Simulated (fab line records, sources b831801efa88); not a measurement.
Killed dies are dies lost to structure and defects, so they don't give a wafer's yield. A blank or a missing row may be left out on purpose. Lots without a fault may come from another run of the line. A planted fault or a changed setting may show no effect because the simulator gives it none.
Which tool did it? | flow sky130 | 13 lots, 39 wafers sampled, at 5 steps of a route of 708

WHAT THE GAUGES READ, wafer by wafer
SKY_FIELD_ISO_THK_MEAS_02. Usual: FIELD_ISO_OXIDATION_00_THK 11.98 nm, standard deviation 0.23.
lot  | measured    | on            | FIELD_ISO_OXIDATION_00_THK (nm) | flag
L326 | day 1 12:05 | film_metro-04 | 12.29 11.87 12.04               |
L327 | day 1 16:39 | film_metro-04 | 12.18 12.22 12.06               |
L328 | day 1 21:53 | film_metro-04 | 11.75 11.70 11.87               |
L329 | day 2 04:55 | film_metro-03 | 12.49 12.30 12.49               |
L332 | day 2 20:44 | film_metro-02 | 11.66 11.62 11.67               |
L336 | day 3 14:14 | film_metro-02 | 12.06 12.06 11.95               |
L337 | day 3 18:38 | film_metro-04 | 12.53 12.62 12.65               |
L340 | day 4 10:42 | film_metro-02 | 12.41 12.13 12.35               |
L341 | day 4 15:05 | film_metro-04 | 11.95 11.97 11.84               |
L342 | day 4 20:08 | film_metro-02 | 11.79 11.74 11.61               |
L347 | day 5 20:38 | film_metro-03 | 11.97 12.05 11.91               |
L348 | day 6 02:25 | film_metro-03 | 12.31 12.35 12.05               |
L349 | day 6 06:51 | film_metro-02 | 11.88 12.02 12.08               |

SKY_FIELD_ISO_THK_MEAS_23. Usual: FIELD_ISO_OXIDATION_01_THK 9.94 nm, standard deviation 0.22.
lot  | measured    | on            | FIELD_ISO_OXIDATION_01_THK (nm) | flag
L326 | day 2 10:26 | film_metro-04 | 9.96 10.02 10.08                |
L327 | day 2 15:48 | film_metro-04 | 10.26 10.08 10.16               |
L328 | day 2 18:18 | film_metro-02 | 10.06 10.13 10.19               |
L329 | day 2 23:48 | film_metro-03 | 9.78 9.72 9.66                  |
L332 | day 3 16:15 | film_metro-02 | 9.97 10.00 9.93                 |
L336 | day 4 12:27 | film_metro-02 | 9.68 9.71 9.69                  |
L337 | day 4 15:19 | film_metro-02 | 9.81 10.07 9.91                 |
L340 | day 5 09:31 | film_metro-03 | 10.56 10.30 10.38               |
L341 | day 5 13:04 | film_metro-02 | 9.92 9.87 9.92                  |
L342 | day 5 19:29 | film_metro-03 | 9.92 10.01 10.05                |
L347 | day 6 20:05 | film_metro-02 | 10.12 10.01 10.12               |
L348 | day 7 00:37 | film_metro-02 | 10.10 10.18 10.14               |
L349 | day 7 05:22 | film_metro-04 | 9.88 9.85 9.88                  |

SKY_PWDE_TW_MEAS_10. Usual: PWDE_TW 372.6, standard deviation 2.6.
lot  | measured    | on            | PWDE_TW           | flag
L326 | day 4 03:03 | film_metro-02 | 375.0 372.7 374.5 |
L327 | day 4 08:13 | film_metro-04 | 375.2 374.1 374.5 |
L328 | day 4 10:19 | film_metro-02 | 371.9 372.1 372.6 |
L329 | day 4 13:31 | film_metro-01 | 368.4 369.5 369.3 |
L332 | day 5 06:56 | film_metro-04 | 372.8 370.6 372.7 |
L336 | day 6 04:57 | film_metro-01 | 370.0 370.3 367.8 |
L337 | day 6 09:21 | film_metro-04 | 372.4 374.5 373.1 |
L340 | day 7 03:32 | film_metro-02 | 375.4 374.0 375.6 |
L341 | day 7 07:10 | film_metro-02 | 374.7 375.6 374.2 |
L342 | day 7 14:34 | film_metro-02 | 377.0 375.9 376.8 |
L347 | day 8 18:43 | film_metro-02 | 373.2 373.9 374.3 |
L348 | day 8 21:27 | film_metro-02 | 374.9 376.4 374.7 |
L349 | day 9 03:07 | film_metro-02 | 374.7 372.4 372.1 |

SKY_NWELL_RS_MEAS_29: measures by four-point-probe. Usual: NWELL_RS 624.5 ohm/sq, standard deviation 1.8.
lot  | measured     | on            | NWELL_RS (ohm/sq)                   | flag
L326 | day 5 13:44  | film_metro-04 | 624.1 625.9 625.7                   |
L327 | day 5 20:03  | film_metro-04 | 627.2 626.5 627.9                   |
L328 | day 5 22:10  | film_metro-04 | 623.6 624.3 624.7                   |
L329 | day 6 02:07  | film_metro-04 | 624.3 624.6 625.5                   |
L332 | day 6 20:44  | film_metro-01 | 625.8 625.8 623.1                   |
L336 | day 7 19:52  | film_metro-01 | 624.0 623.7 623.5                   |
L337 | day 8 02:38  | film_metro-02 | 632.1 632.3 632.6 632.1 633.3 633.5 | OFF
L340 | day 8 21:50  | film_metro-01 | 635.3 637.3 635.4 635.6 635.0 634.5 | OFF
L341 | day 9 01:17  | film_metro-01 | 626.7 627.0 627.1                   |
L342 | day 9 09:16  | film_metro-02 | 622.8 622.1 622.0                   |
L347 | day 10 15:23 | film_metro-02 | 623.3 624.5 623.0                   |
L348 | day 10 17:47 | film_metro-01 | 626.6 626.5 623.6                   |
L349 | day 10 23:38 | film_metro-02 | 626.9 624.5 625.0                   |

WHICH TOOL RAN EACH LOT (tool, then ch and the chambers of the sampled wafers, then the start)
lot  | SKY_NWELL_IMPLANT_11
L326 | implanter-04 ch 0, day 4 19:20
L327 | implanter-02 ch 0, day 5 01:13
L328 | implanter-01 ch 0, day 5 03:10
L329 | implanter-02 ch 0, day 5 06:52
L332 | implanter-01 ch 0, day 6 00:47
L336 | implanter-02 ch 0, day 6 23:28
L337 | implanter-02 ch 0, day 7 04:59
L340 | implanter-02 ch 0, day 7 23:23
L341 | implanter-04 ch 0, day 8 03:20
L342 | implanter-01 ch 0, day 8 11:19
L347 | implanter-01 ch 0, day 9 16:44
L348 | implanter-01 ch 0, day 9 18:32
L349 | implanter-01 ch 0, day 10 00:01
- SKY_NWELL_IMPLANT_11

WHAT THE TOOLS THEMSELVES READ (means of the sampled wafers that have a number; where no wafer has one, the mark that the record gives instead)
SKY_NWELL_IMPLANT_11. Usual: beam_energy_keV 400.01, standard deviation 0.12.
lot  | tool         | beam_energy_keV | flag
L326 | implanter-04 | 400.15          |
L327 | implanter-02 | 400.02          |
L328 | implanter-01 | 400.01          |
L329 | implanter-02 | 399.92          |
L332 | implanter-01 | 399.93          |
L336 | implanter-02 | 400.11          |
L337 | implanter-02 | 376.98          | OFF
L340 | implanter-02 | 377.07          | OFF
L341 | implanter-04 | 400.06          |
L342 | implanter-01 | 400.11          |
L347 | implanter-01 | 400.09          |
L348 | implanter-01 | 400.06          |
L349 | implanter-01 | 400.05          |

THE ANSWER, worked out from the rows above alone
Rule: a lot is off if the mean of its wafers that have a number lies more than 3 standard deviations from the usual mean. A lot without any number at a reading at which 4 lots or more have one is off too. The other lots that the step has rows for count as sound. The gauges are gone through in route order, then the tools' own readings, and for those a lot's mean is taken as printed above. The first step at which some lot is off is used, and at that step the reading that is off furthest; a lot without a number counts as furthest.
Off: L337, L340, at SKY_NWELL_RS_MEAS_29 (NWELL_RS).
A tool fits if, at a process step before that reading, it ran every lot that is off, and no sound lot after the first of them. The gauges at SKY_NWELL_RS_MEAS_29 aren't tried: what is off there is off at SKY_NWELL_IMPLANT_11 too, on other tools, and a gauge's error can't cause that. One fits: implanter-02 at SKY_NWELL_IMPLANT_11. Its last sound lot is L336 (day 6 23:28), its first lot that is off L337 (day 7 04:59): a fault that began between those two fits.
The tool's own readings at SKY_NWELL_IMPLANT_11 bear it out: on the lots that are off they differ by more than 5 times the standard deviation of the sound lots' means. beam_energy_keV reads 377.02 there against 400.05 on the sound lots.

WHAT THE SIMULATOR HAD PUT IN
Process parameter drift: implanter-02, from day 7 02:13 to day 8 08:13, at SKY_NWELL_IMPLANT_11. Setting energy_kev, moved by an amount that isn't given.
Lots struck among those shown: L337, L340. The rule above found the same.
